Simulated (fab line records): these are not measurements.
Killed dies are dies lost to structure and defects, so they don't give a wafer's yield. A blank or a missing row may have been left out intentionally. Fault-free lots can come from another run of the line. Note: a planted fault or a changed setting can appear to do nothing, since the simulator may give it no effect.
fab line records	flow sky130
record lots=5	wafers=15	last_day=50
route steps=708 shown LI_CONTACT@376 LOCAL_INTERCONNECT@387
lots that met no fault: taken from a fault-free run of the same line
start_h: the number of hours between the record's first day and the start of the first shown wafer of the lot	wait_h: hours since the lot's step before	" repeats the value in the row above	L1.1+2: several wafers, shown together as one row	- value missing, or start not given	* or withheld: withheld	< > ~ a bound
route shown NAME@n: a module of which the file shows steps, and the number in the route of the first	usual: average and standard deviation across the fault-free wafers	same: alike in all rows	chamber/n: place in a boat	sites: per-site readings	_std_site: standard deviation across them	_edge_site: inner sites' mean taken away from outer sites' mean	radius_mm: for every site, how far away it sits from the centre of the wafer	mask NAME#n: copy n	behind: tool/chamber where the wafer was last shaped	hold: why the lot was held/for how many hours/how that ended	device: names the non-switching transistor (n, p or np)	end of line: the tests these same wafers got at the end of their route	where a step has no rows: the recipe by itself	killed: at the first sort, the dies lost to defects and structure; wafer yield is something else	map: per-die view of a wafer (x killed, . not killed, _ where there is no die)
set.NAME: setting as actually run; set.NAME@STEP: the setting as run at that earlier step	model.NAME: the simulator's own value behind a step, which no gauge read
lots at selected steps of the route; one table per step, one row per wafer
services: from which hour (start_h, from the record's first day; less than 0 if before it) a tool's chamber was out of use, for how many hours, and why
## steps
# step SKY_LI_CONTACT_ETCH_14
# recipe chemistry=N2/H2	target=BARC	ion_energy_ev=200	source_w=500	bias_w=100	pressure_mtorr=30	n2_flow_sccm=100	h2_flow_sccm=200	stop_on=SiO2	time_s=45.9	target_depth_a=600
# usual drypump_motor_current_A=5.8/0.39	oes_product_au=0.854/0.0047	throttle_valve_pct=13.224/0.0098
lot.wafer	tool	chamber	start_h	wait_h	drypump_motor_current_A	oes_product_au	rf_hours_counter_h	throttle_valve_pct
L083.2	rie_diel-04	0	746.97	0.0	5.9	0.848	42	13.222
L083.3	"	1	"	"	6.3	0.852	0	13.218
L083.5	"	2	"	"	6.3	0.853	-	13.236
L087.1	rie_diel-03	3	788.02	0.0	6.0	0.860	7	13.225
L087.4	"	0	"	"	5.0	0.853	25	13.222
L087.5	"	1	"	"	5.6	0.856	-	13.221
L090.2	rie_diel-02	3	813.31	0.0	5.9	0.855	7	13.213
L090.5	"	2	"	"	5.2	0.853	-	13.229
L090.6	"	3	"	"	5.9	0.857	-	13.224
L093.2	rie_diel-02	1	826.33	0.0	5.7	0.852	7	13.248
L093.4	"	0	"	"	6.1	0.854	12	13.214
L093.5	"	0	"	"	6.1	0.853	-	13.217
L094.1	rie_diel-04	2	834.49	0.0	6.3	0.854	17	13.243
L094.3	"	3	"	"	5.7	0.850	6	13.235
L094.5	"	0	"	"	5.8	0.849	-	13.231
# step SKY_LI_CONTACT_ETCH_15
# recipe target=PSG	chemistry=C4F8/O2/Ar	stop_on=Si	taper_deg=4.15	mask_material=KrF-thick	source_w=1500	bias_w=1200	pressure_mtorr=40	c4f8_flow_sccm=withheld	O2_flow_sccm=6	Ar_flow_sccm=300	time_s=withheld	target_depth_a=6000
# usual oes_product_au=0.837/0.005
lot.wafer	tool	chamber	start_h	wait_h	oes_product_au
L083.2	rie_diel-04	0	747.02	0.0	0.833
L083.3	"	1	"	"	0.838
L083.5	"	2	"	"	0.834
L087.1	rie_diel-03	3	788.07	0.0	0.837
L087.4	"	0	"	"	0.836
L087.5	"	1	"	"	0.836
L090.2	rie_diel-02	3	813.36	0.0	0.838
L090.5	"	2	"	"	0.837
L090.6	"	3	"	"	0.833
L093.2	rie_diel-02	1	826.37	0.0	0.835
L093.4	"	0	"	"	0.837
L093.5	"	0	"	"	0.834
L094.1	rie_diel-04	2	834.53	0.0	0.842
L094.3	"	3	"	"	0.837
L094.5	"	0	"	"	0.835
# step SKY_LI_CONTACT_STRIP_16
# recipe chemistry=O2/N2	power_w=1400	pressure_mtorr=1500	platen_temp_c=withheld	o2_flow_sccm=3000	n2_flow_sccm=300	overash_fraction=0.5
# usual drypump_motor_current_A=5.6/0.42	oes_product_au=0.376/0.0046	strip_time_to_endpoint_s=3.500/0.03
lot.wafer	tool	chamber	start_h	wait_h	drypump_motor_current_A	oes_product_au	rf_hours_counter_h	strip_time_to_endpoint_s
L083.2	plasma_asher-02	0	747.10	-	5.7	0.380	92	3.499
L083.3	"	1	"	"	5.8	0.379	-	3.490
L083.5	"	0	"	"	5.7	0.377	-	3.483
L087.1	plasma_asher-03	0	788.15	-	5.3	0.375	62	3.508
L087.4	"	1	"	"	4.9	0.374	-	3.538
L087.5	"	1	"	"	4.8	0.372	-	3.488
L090.2	plasma_asher-04	0	813.44	-	5.8	0.382	40	3.524
L090.5	"	0	"	"	5.8	0.373	-	3.492
L090.6	"	1	"	"	6.3	0.375	-	3.526
L093.2	plasma_asher-03	0	826.45	-	5.3	0.374	66	3.458
L093.4	"	1	"	"	4.9	0.373	-	3.451
L093.5	"	0	"	"	5.3	0.374	-	3.449
L094.1	plasma_asher-03	1	834.62	-	4.8	0.377	67	3.512
L094.3	"	1	"	"	4.9	0.378	-	3.485
L094.5	"	1	"	"	4.8	0.381	-	3.543
# step SKY_LI_CONTACT_CLEAN_17
# recipe chemistry=NMP	time_s=600	temp_c=60	dry=n2_spin
# usual bath_guard_temp_C=60.0/0.68
lot.wafer	tool	chamber	start_h	wait_h	bath_guard_temp_C
L083.2	wet_bench-03	0	747.20	0.1	60.4
L083.3	"	0	"	"	60.3
L083.5	"	0	"	"	60.2
L087.1	wet_bench-01	2	788.25	0.1	59.6
L087.4	"	2	"	"	59.5
L087.5	"	2	"	"	59.5
L090.2	wet_bench-04	3	813.54	0.1	61.6
L090.5	"	3	"	"	61.3
L090.6	"	3	"	"	61.9
L093.2	wet_bench-04	2	826.55	0.1	60.8
L093.4	"	2	"	"	60.0
L093.5	"	2	"	"	60.3
L094.1	wet_bench-01	2	834.72	0.1	59.5
L094.3	"	2	"	"	59.7
L094.5	"	2	"	"	59.3
# step SKY_LI_CONTACT_PRE_CLEAN_18
# recipe gas=Ar	time_s=5.6	bias_v=358
lot.wafer	tool	chamber	start_h	wait_h
L083.2+3+5	pvd_sputter-02	-	747.38	0.0
L087.1+4+5	pvd_sputter-01	-	788.44	0.0
L090.2+5+6	pvd_sputter-01	-	813.72	0.0
L093.2+4+5	pvd_sputter-03	-	826.73	0.0
L094.1+3+5	pvd_sputter-02	-	834.89	0.0
# step SKY_LI_CONTACT_SPUTTER_19
# recipe material=Ti	target_thk_nm=20	chamber_pressure_pa=5	power_w=2500	substrate_temp_c=200	time_s=106.37
# usual chamber_pressure_pa=5.000/0.011	throttle_valve_pct=29.6/1.1
lot.wafer	tool	chamber	start_h	wait_h	chamber_pressure_pa	throttle_valve_pct
L083.2	pvd_sputter-02	-	747.40	0.0	5.004	30.0
L083.3	"	-	"	"	4.981	29.4
L083.5	"	-	"	"	5.000	29.1
L087.1	pvd_sputter-01	-	788.46	0.0	5.025	29.7
L087.4	"	-	"	"	5.003	29.2
L087.5	"	-	"	"	5.014	28.9
L090.2	pvd_sputter-01	-	813.74	0.0	5.001	29.1
L090.5	"	-	"	"	4.997	29.1
L090.6	"	-	"	"	4.979	29.7
L093.2	pvd_sputter-03	-	826.75	0.0	4.996	30.1
L093.4	"	-	"	"	5.011	30.1
L093.5	"	-	"	"	5.003	30.1
L094.1	pvd_sputter-02	-	834.91	0.0	5.000	28.0
L094.3	"	-	"	"	5.014	31.1
L094.5	"	-	"	"	4.990	31.0
# step SKY_LI_CONTACT_SPUTTER_20
# recipe material=TiN	target_thk_nm=20	chamber_pressure_pa=5	power_w=4000	time_s=80
# usual chamber_pressure_pa=4.999/0.01	throttle_valve_pct=29.7/1.1
lot.wafer	tool	chamber	start_h	wait_h	chamber_pressure_pa	throttle_valve_pct
L083.2	pvd_sputter-02	-	747.47	0.0	5.038	30.1
L083.3	"	-	"	"	5.010	29.4
L083.5	"	-	"	"	5.010	29.1
L087.1	pvd_sputter-01	-	788.54	0.0	4.997	29.4
L087.4	"	-	"	"	5.017	29.0
L087.5	"	-	"	"	4.990	29.0
L090.2	pvd_sputter-01	-	813.81	0.0	4.993	29.0
L090.5	"	-	"	"	4.993	28.9
L090.6	"	-	"	"	4.998	29.8
L093.2	pvd_sputter-03	-	826.82	0.0	4.998	30.0
L093.4	"	-	"	"	4.997	30.1
L093.5	"	-	"	"	5.005	30.0
L094.1	pvd_sputter-02	-	834.99	0.0	5.009	27.8
L094.3	"	-	"	"	5.002	31.2
L094.5	"	-	"	"	4.988	31.1
# step SKY_LI_CONTACT_CVD_21
# recipe material=W	target_thk_nm=400	time_s=120.56	temp_c=400	pressure_torr=40
# usual heater_power_w=886/60
lot.wafer	tool	chamber	start_h	wait_h	heater_power_w
L083.2	cvd_w-01	1	747.53	0.0	873
L083.3	"	0	"	"	802
L083.5	"	0	"	"	821
L087.1	cvd_w-01	1	788.60	0.0	846
L087.4	"	1	"	"	867
L087.5	"	1	"	"	850
L090.2	cvd_w-01	0	813.87	0.0	827
L090.5	"	0	"	"	820
L090.6	"	1	"	"	871
L093.2	cvd_w-01	0	826.88	0.0	826
L093.4	"	1	"	"	852
L093.5	"	1	"	"	884
L094.1	cvd_w-01	1	835.05	0.0	875
L094.3	"	0	"	"	835
L094.5	"	0	"	"	850
# step SKY_LI_CONTACT_RS_MEAS_22
# recipe thk_meas_gauge=four-point-probe	reads=W_of_LI_CONTACT_CVD_21+TiN_of_LI_CONTACT_SPUTTER_20+Ti_of_LI_CONTACT_SPUTTER_19
# usual LI_CONTACT_W_RS=0.2846/0.0026
lot.wafer	tool	chamber	start_h	wait_h	LI_CONTACT_W_RS[ohm/sq]
L083.2	film_metro-02	-	747.68	0.1	0.2809
L083.3	"	-	"	"	0.2808
L083.5	"	-	"	"	0.2827
L087.1	film_metro-02	-	788.73	0.1	0.2832
L087.4	"	-	"	"	0.2847
L087.5	"	-	"	"	0.2851
L090.2	film_metro-02	-	814.02	0.1	0.2824
L090.5	"	-	"	"	0.2870
L090.6	"	-	"	"	0.2840
L093.2	film_metro-04	-	827.03	0.1	0.2871
L093.4	"	-	"	"	0.2897
L093.5	"	-	"	"	0.2889
L094.1	film_metro-04	-	835.18	0.1	0.2848
L094.3	"	-	"	"	0.2894
L094.5	"	-	"	"	0.2905
# step SKY_LI_CONTACT_THK_MEAS_23
# recipe thk_meas_gauge=xrf	reads=W_of_LI_CONTACT_CVD_21
# usual LI_CONTACT_W_THK=394/4.7
lot.wafer	tool	chamber	start_h	wait_h	LI_CONTACT_W_THK[nm]
L083.2	film_metro-02	-	747.79	0.1	393
L083.3	"	-	"	"	392
L083.5	"	-	"	"	395
L087.1	film_metro-02	-	788.85	0.1	393
L087.4	"	-	"	"	387
L087.5	"	-	"	"	388
L090.2	film_metro-02	-	814.13	0.1	395
L090.5	"	-	"	"	389
L090.6	"	-	"	"	394
L093.2	film_metro-04	-	827.14	0.1	393
L093.4	"	-	"	"	388
L093.5	"	-	"	"	390
L094.1	film_metro-04	-	835.30	0.1	397
L094.3	"	-	"	"	390
L094.5	"	-	"	"	386
# step SKY_LI_CONTACT_CMP_24
# recipe stop_on=PSG	t_overpolish_s=20	down_force_psi=3.5	platen_rpm=60	target_thk_nm=0	pad_velocity_m_s=0.94248
# usual motor_current_A=11.1/0.66	overpolish_run_s=19.999/0.0093	time_to_endpoint_s=98/3.4
lot.wafer	tool	chamber	start_h	wait_h	motor_current_A	overpolish_run_s	time_to_endpoint_s
L083.3	cmp-01	0	748.05	0.2	11.6	19.993	101
L083.2	"	2	"	"	10.7	19.999	99
L083.5	"	3	"	"	11.1	19.987	100
L087.4	cmp-02	1	788.94	0.1	12.5	20.016	97
L087.1	"	2	"	"	10.6	20.010	101
L087.5	"	1	"	"	13.3	19.995	93
L090.2	cmp-01	1	814.28	0.1	11.3	20.009	97
L090.6	"	3	"	"	11.2	20.019	96
L090.5	"	0	"	"	11.0	19.998	97
L093.4	cmp-01	3	827.24	0.1	11.2	19.995	94
L093.2	"	0	"	"	10.7	19.985	100
L093.5	"	3	"	"	11.2	20.012	99
L094.3	cmp-02	3	835.36	0.0	9.8	19.986	94
L094.1	"	0	"	"	11.9	20.001	91
L094.5	"	0	"	"	11.2	20.003	88
# step SKY_LOCAL_INTERCONNECT_SPUTTER_00
# recipe material=TiN	target_thk_nm=100	temp_c=300	power_w=6500	time_s=83.3	chamber_pressure_pa=0.4
# usual chamber_pressure_pa=0.3999/0.00086	throttle_valve_pct=29.2/0.92
lot.wafer	tool	chamber	start_h	wait_h	chamber_pressure_pa	throttle_valve_pct
L083.2	pvd_sputter-01	-	748.30	0.1	0.4002	29.9
L083.3	"	-	"	"	0.4005	29.0
L083.5	"	-	"	"	0.4003	28.8
L087.1	pvd_sputter-01	-	789.24	0.2	0.3993	29.8
L087.4	"	-	"	"	0.3991	30.0
L087.5	"	-	"	"	0.3988	28.3
L090.2	pvd_sputter-04	-	814.48	0.1	0.3986	29.2
L090.5	"	-	"	"	0.4011	29.2
L090.6	"	-	"	"	0.3991	27.7
L093.2	pvd_sputter-04	-	827.49	0.1	0.3989	29.3
L093.4	"	-	"	"	0.3991	27.8
L093.5	"	-	"	"	0.3987	29.6
L094.1	pvd_sputter-01	-	835.66	0.2	0.3990	28.5
L094.3	"	-	"	"	0.3999	29.2
L094.5	"	-	"	"	0.3998	28.6
# step SKY_LOCAL_INTERCONNECT_RS_MEAS_01
# recipe thk_meas_gauge=four-point-probe	reads=TiN_of_LOCAL_INTERCONNECT_SPUTTER_00
# usual LOCAL_INTERCONNECT_TIN_RS=14.22/0.2
lot.wafer	tool	chamber	start_h	wait_h	LOCAL_INTERCONNECT_TIN_RS[ohm/sq]
L083.2	film_metro-04	-	748.39	0.1	14.37
L083.3	"	-	"	"	14.06
L083.5	"	-	"	"	14.06
L087.1	film_metro-04	-	789.30	0.0	14.02
L087.4	"	-	"	"	14.30
L087.5	"	-	"	"	14.10
L090.2	film_metro-03	-	814.56	0.1	14.32
L090.5	"	-	"	"	14.10
L090.6	"	-	"	"	14.34
L093.2	film_metro-04	-	827.57	0.1	13.97
L093.4	"	-	"	"	14.23
L093.5	"	-	"	"	13.97
L094.1	film_metro-03	-	835.72	0.0	13.94
L094.3	"	-	"	"	13.94
L094.5	"	-	"	"	13.95
## services
tool	chamber	start_h	hours	kind
plasma_asher-03	-	724.38	2.8	pm
rie_diel-04	1	725.03	-	clean
rie_diel-04	1	725.03	17.5	scheduled_down
rie_diel-04	1	725.03	17.5	vent_cycle
plasma_asher-02	-	731.80	2.3	repair
cvd_w-01	-	732.91	0.4	repair
plasma_asher-04	-	741.89	0.7	repair
wet_bench-04	-	743.66	1.9	pm
cmp-02	-	744.14	4.0	pm
cmp-02	-	748.14	-	consumable_replace:conditioner
cmp-02	-	748.14	-	consumable_replace:pad
rie_diel-04	0	754.43	-	clean
rie_diel-04	0	754.43	13.6	scheduled_down
rie_diel-04	0	754.43	13.6	vent_cycle
cmp-01	-	762.99	31.6	pm
rie_diel-02	-	774.37	2.3	repair
rie_diel-03	2	775.65	7.6	repair
rie_diel-04	-	776.36	2.4	repair
cmp-02	-	794.59	6.5	pm
cmp-01	-	797.93	1.4	repair
pvd_sputter-03	-	802.66	5.0	repair
cmp-01	-	803.40	0.2	repair
pvd_sputter-02	-	826.13	1.9	repair
cmp-01	-	827.74	20.7	repair
## key
fault none
